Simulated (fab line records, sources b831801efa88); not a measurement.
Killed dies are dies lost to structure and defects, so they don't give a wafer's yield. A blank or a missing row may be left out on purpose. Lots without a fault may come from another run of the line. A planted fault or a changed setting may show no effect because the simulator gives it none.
Problem report in the 8D (eight disciplines) form, filled by code | flow gf180mcu | the parts of the form that need people (team, actions taken, sign-off) are left out

1. THE PROBLEM
bias_w at GF_M3_METAL_ETCH_16 reads a mean of 192.2 W on 3 wafers of 2 lots; wafers without a fault read 140.0 W with a standard deviation of 0.37. That is +99 or more standard deviations from the usual mean.
The step: etches the open film in Cl2/BCl3, stops on SiO2, target depth 750.8 nm, time 125.1 s.
First seen on wafer L935.1, day 26 14:00, on rie_metal-03. The record holds 33 wafers of 11 lots with a number at this step. Rule for "out", or "out of limits": more than 4 standard deviations from the usual mean. The other wafers with a number count as sound.

2. WHAT IT IS AND WHAT IT IS NOT
question                    | is                     | is not
which readings at this step | bias_w                 | drypump_motor_current_A, oes_product_au
which lots                  | L935, L936             | L920, L922, L923, L927, L928, L932, L939, L940, L942
which wafers of those lots  | L935.1, L936.1, L936.5 | L935.2, L935.6, L936.2
read on which tools         | rie_metal-03           | rie_metal-01, rie_metal-02
when                        | from day 26 14:00      | up to then (20 sound wafers); but 10 sound wafers of L936, L939, L940, L942 came after

3. SUSPECTS, AND WHAT RULES EACH OUT
Counting: a tool at a process step up to the reading stays a suspect if it ran every lot that is out. Sound lots after the first of them don't rule it out here, since some wafers of a struck lot are sound.
- plasma_asher-03 at GF_M2_STRIP_17 (strips in O2/N2): kept. It ran every lot that is out, first L935 (day 24 15:14); its last sound lot up to then is L927 (day 22 01:16).
- rie_metal-03 at GF_M3_METAL_ETCH_16 (etches the open film in Cl2/BCl3, stops on SiO2, target depth 750.8 nm, time 125.1 s): kept. It ran every lot that is out, first L935 (day 26 14:00); its last sound lot up to then is L920 (day 21 03:34). Its own readings are out on those wafers: bias_w.
- Within rie_metal-03 at GF_M3_METAL_ETCH_16: the wafers that are out ran in chamber 0; their sound lot-mates ran in chamber 1.
Left after counting: plasma_asher-03 at GF_M2_STRIP_17, rie_metal-03 at GF_M3_METAL_ETCH_16.

4. THE CAUSE (what the simulator had put in)
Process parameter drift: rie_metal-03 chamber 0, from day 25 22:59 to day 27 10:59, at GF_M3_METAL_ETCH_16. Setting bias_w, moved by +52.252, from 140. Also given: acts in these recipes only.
Counting left 2 suspects, and this tool is among them.

5. THE CHAIN OF EFFECTS, in route order
Each row: a reading whose mean over the struck wafers that have a number lies more than 3 standard deviations from the usual. Only readings for which the record gives a usual standard deviation are gone through. hours: the time from each lot's start at the first step in this table that gives one to its start at this step, as a median over the lots. sigmas: the change in usual standard deviations.
hours | step                | reading                  | usual      | on struck wafers | change | sigmas
0     | GF_M3_METAL_ETCH_16 | bias_w                   | 140.0 W    | 192.2            | +52.2  | +99 or more
0     | GF_M3_STRIP_17      | oes_product_au           | 0.537 a.u. | 0.521            | -0.016 | -3.1
0     | GF_M3_STRIP_17      | strip_time_to_endpoint_s | 7.39 s     | 7.03             | -0.36  | -8.4
The process steps in it:
- GF_M3_METAL_ETCH_16: etches the open film in Cl2/BCl3, stops on SiO2, target depth 750.8 nm, time 125.1 s.
- GF_M3_STRIP_17: strips in O2/N2.

6. WHAT WOULD HAVE CAUGHT IT SOONER
In this record the first reading out of limits was taken at day 26 14:00, 15 hours after the fault began at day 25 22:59.
